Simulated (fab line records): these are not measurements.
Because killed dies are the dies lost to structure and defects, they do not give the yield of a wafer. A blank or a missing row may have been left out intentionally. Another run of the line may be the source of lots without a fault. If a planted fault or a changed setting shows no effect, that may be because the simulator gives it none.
The same fault as seen by 2 desks    flow sky130    every desk sees just its own numbers, and what lay behind them comes last

## THE METROLOGY DESK
What the gauges read for every lot (on any tool): the sampled wafers with a number, averaged. If a lot's mean is further than 4 standard deviations from the usual mean, the lot is out of limits and carries the mark OUT (the distance appears in the brackets).
Columns: A = GATE_OXIDE_OVL at SKY_GATE_OXIDE_OVL_MEAS_10, usual 0.5 nm; B = LDD_N_TW at SKY_LDD_N_TW_MEAS_17, usual 2574
lot   first seen here  A     B
L226  day 14 04:31     1.8   2559
L228  day 14 15:35     0.3   2577
L229  day 15 07:58     0.9   2570
L232  day 16 00:31     1.4   2440 (-9.6) OUT
L233  day 16 00:46     -0.3  2544
L234  day 16 20:10     0.1   2586
L235  day 16 20:28     1.7   2448 (-9.0) OUT
L236  day 17 22:16     0.0   2579
L240  day 19 12:25     0.8   2578
L243  day 19 22:13     -0.4  2577
L245  day 20 07:46     -0.3  2579
L247  day 21 07:58     2.1   2574
L248  day 21 15:52     -0.6  2580
L249  day 21 23:13     -0.4  2584
This desk reports L232, L235 out of limits; the earliest was L232 at day 20 06:47 (LDD_N_TW at SKY_LDD_N_TW_MEAS_17). In limits: L226, L228, L229, L233, L234, L236, L240, L243, L245, L247, L248, L249.

## TOOL OWNER'S DESK, implanter-02
The tool's own readings at SKY_LDD_N_IMPLANT_08, given as means over the sampled wafers that have a number, one for each lot that went through this tool. If a lot's mean is further than 4 standard deviations from the usual mean, the lot is out of limits and carries the mark OUT (the distance appears in the brackets).
Columns: A = beam-energy-keV at SKY_LDD_N_IMPLANT_08, usual 20.000; B = beam-on-s at SKY_LDD_N_IMPLANT_08, usual 10.00 s; C = rotation-deg at SKY_LDD_N_IMPLANT_08, usual 22.999 degrees
lot   first seen here  A       B      C
L228  day 19 06:08     20.008  10.11  23.020
L229  day 19 15:19     20.011  9.81   23.029
L234  day 21 03:40     20.002  9.88   22.983
L243  day 24 01:37     19.997  10.00  23.002
L245  day 24 07:24     19.998  10.03  22.995
L247  day 25 14:07     20.001  9.91   22.997
L248  day 25 15:34     20.001  9.92   22.987
Result from this desk: across the 7 lots, nothing is out of limits.

## ALL TOGETHER
The metrology desk could have raised an alarm at day 20 06:47, on L232, L235.
Nothing out of limits was seen by the tool owner's desk.
The tool owner's desk has no number on record for L232, L235.
Every lot named ran SKY_LDD_N_IMPLANT_08 on implanter-02.

## WHAT WAS PUT IN BY THE SIMULATOR
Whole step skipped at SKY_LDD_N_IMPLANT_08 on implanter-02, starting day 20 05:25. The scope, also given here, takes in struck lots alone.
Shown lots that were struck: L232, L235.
Time in hours between the start of the fault and the first out-of-limits reading at each desk: metrology desk, 1.
